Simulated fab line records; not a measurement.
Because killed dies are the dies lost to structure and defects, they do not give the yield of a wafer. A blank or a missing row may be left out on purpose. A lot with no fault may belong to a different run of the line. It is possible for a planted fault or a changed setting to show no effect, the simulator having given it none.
Which tool was responsible? -- flow gf180mcu -- 42 wafers from 14 lots sampled at 2 of the route's 602 steps

== WHAT EACH GAUGE READ, for each wafer ==
GF_CONTACT_THK_MEAS_01. Usual: CONTACT_CVD_00_THK typically reads 299 nm, with standard deviation 3.2.
lot,measured,on,CONTACT_CVD_00_THK (nm),flag
L293,day 15 10:28,film-metro-04,297 299 300,
L294,day 15 16:01,film-metro-02,304 302 303,
L295,day 15 22:32,film-metro-02,301 301 304,
L296,day 16 08:12,film-metro-02,294 300 300,
L298,day 17 00:40,film-metro-04,297 298 300,
L302,day 18 04:22,film-metro-04,297 296 295,
L303,day 18 22:02,film-metro-01,297 298 296,
L304,day 19 08:13,film-metro-02,296 297 297,
L308,day 20 15:59,film-metro-04,300 303 299,
L309,day 21 01:37,film-metro-04,298 290 297,
L311,day 21 20:30,film-metro-01,304 302 299,
L312,day 22 05:25,film-metro-01,298 299 298,
L315,day 23 01:57,film-metro-04,299 308 301,
L316,day 23 13:19,film-metro-01,299 303 301,

GF_CONTACT_BOW_MEAS_05. Usual: CONTACT_BOW typically reads 66 um, with standard deviation 6.6.
lot,measured,on,CONTACT_BOW (um),flag
L293,day 15 10:57,film-metro-02,81 68 63,
L294,day 15 16:31,film-metro-04,71 79 63,
L295,day 15 23:02,film-metro-01,69 69 63,
L296,day 16 08:42,film-metro-01,60 66 76,
L298,day 17 01:11,film-metro-01,60 76 74,
L302,day 18 05:05,film-metro-04,72 63 70,
L303,day 18 22:31,film-metro-01,68 60 76,
L304,day 19 08:46,film-metro-01,70 63 71,
L308,day 20 16:29,film-metro-02,66 67 68,
L309,day 21 02:07,film-metro-01,56 63 56,
L311,day 21 21:00,film-metro-04,62 63 68,
L312,day 22 05:55,film-metro-01,74 71 67,
L315,day 23 02:27,film-metro-02,69 75 67,
L316,day 23 13:51,film-metro-01,69 77 64,

== TOOL THAT RAN EACH LOT (tool first, then ch and the chambers of the sampled wafers, then the start) ==
Before these readings, the record contains no process step.

== WHAT THE TOOLS THEMSELVES READ (means of the sampled wafers that have a number; where no wafer has one, the mark that the record gives instead) ==
The record holds no such reading with a usual standard deviation.

== THE ANSWER, worked out from the rows above alone ==
Rule: a lot counts as off when the mean over its wafers that have a number is more than 3 standard deviations away from the usual mean. Also off: a lot with no number at a reading for which 4 or more lots have one. The other lots that the step has rows for count as sound. After the gauges, taken in route order, come the tools' own readings; for these a lot's mean is taken, as printed above. The first step at which some lot is off is used, and at that step the reading that is off furthest; a lot without a number counts as furthest.
Nothing can be told from this: no lot is off at any reading shown.

== WHAT WAS PUT IN BY THE SIMULATOR ==
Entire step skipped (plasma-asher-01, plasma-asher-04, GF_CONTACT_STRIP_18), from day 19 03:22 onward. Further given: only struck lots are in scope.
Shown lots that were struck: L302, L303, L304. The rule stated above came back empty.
